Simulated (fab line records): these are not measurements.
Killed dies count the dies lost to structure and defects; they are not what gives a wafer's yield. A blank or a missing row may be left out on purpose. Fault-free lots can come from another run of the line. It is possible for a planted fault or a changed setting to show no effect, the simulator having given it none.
A struck lot beside a sound one    flow sky130    16 steps out of a route of 708
Sound: wafers L604.2, L604.5, L604.6. Struck: wafers L603.1, L603.5, L603.6. The cause comes at the end.
Order at every step that has rows: each side's tool, ch and its chambers, its first start. Under that, the readings that differ: sound wafers    struck wafers    difference of the means    sigmas: that difference in standard deviations of wafers without a fault.
alike: readings whose means differ by less than 2 such deviations, and words and numbers that are the same on both sides. not compared: withheld readings, readings that some wafer has no value for, bounds like >300 that may hide the same value, and numbers for which the record gives no deviation and whose values overlap.
The two part at a step that has a row with sigmas, a row that says differs or no value, or rows on one side only. When numbers do not overlap yet have no deviation, they are printed without sigmas and do not part them. A reading missing from all wafers of one side parts the sides only when that side holds two or more wafers.

first, 1 step without rows for these wafers: SKY_METAL5_CLEAN_19 (cleans in O3/DIW).
SKY_PASSIVATION_CVD_00: deposits SiO2, target thk 90 nm.
  sound on pecvd-04 ch 0,1,2, day 47 16:08; struck on pecvd-02 ch 1,2, day 47 11:31
  alike: heater-power-w, susceptor-temp-C
SKY_PASSIVATION_THK_MEAS_01:
  sound on film-metro-03 at day 47 16:10; struck on film-metro-04 at day 47 11:32
  alike: PASSIVATION_CVD_00_THK
SKY_PASSIVATION_CVD_02: deposits Si3N4, target thk 540 nm.
  sound on pecvd-02 ch 0,1,2, day 47 16:13; struck on pecvd-01 ch 0,2, day 47 11:36
  alike: heater-power-w, susceptor-temp-C
SKY_PASSIVATION_THK_MEAS_03:
  sound on film-metro-01 at day 47 16:27; struck on film-metro-04 at day 47 11:49
  alike: PASSIVATION_CVD_02_THK
then, 7 steps without rows for these wafers: SKY_PASSIVATION_DEHYDRATE_04 (time 60 s); SKY_PASSIVATION_HMDS_05 (prime time 60 s); SKY_PASSIVATION_COAT_06 (resist thk 3000 nm); SKY_PASSIVATION_SOFTBAKE_07; SKY_PASSIVATION_EXPOSE_08 (exposes mask NSM, target cd 3000 nm); SKY_PASSIVATION_PEB_09; SKY_PASSIVATION_DEVELOP_10 (develop time 60 s).
SKY_PASSIVATION_ETCH_11: etches the open film in CF4/O2, stops on AlCu, target depth 725 nm, time 161.1 s.
  sound on rie-diel-03 ch 1,2, day 48 11:19; struck on rie-diel-04 ch 1,2,3, day 48 07:32
reading                                        sound              struck             difference  sigmas
rf-fwd-power-W (W)                             798.5 795.5 794.8  926.4 924.9 923.0  +128.5      +56
model.coat_of_PASSIVATION_COAT_06.thk-nm (nm)  2509 2523 2524     2455 2444 2428     -76         
  alike: drypump-motor-current-A, oes-product-au, throttle-valve-pct
  not compared: rf-hours-counter-h
SKY_PASSIVATION_STRIP_12: strips in O2/N2.
  sound on plasma-asher-02 ch 0,1, day 48 11:26; struck on plasma-asher-04 ch 0,1, day 48 07:38
reading                       sound              struck             difference  sigmas
strip-time-to-endpoint-s (s)  31.42 31.60 31.62  30.80 30.70 30.49  -0.88       -6
  alike: drypump-motor-current-A, oes-product-au
  not compared: rf-hours-counter-h
then, 2 steps without rows for these wafers: SKY_PAD_OPEN_DEHYDRATE_00 (time 60 s); SKY_PAD_OPEN_PROBE_99.

## WHERE THEY PART
Last at SKY_PASSIVATION_STRIP_12 as far as this record goes, first at SKY_PASSIVATION_ETCH_11.

WHY: whatever the simulator had introduced
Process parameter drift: rie-diel-04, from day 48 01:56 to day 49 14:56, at SKY_PASSIVATION_ETCH_11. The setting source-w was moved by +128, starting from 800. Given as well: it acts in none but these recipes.
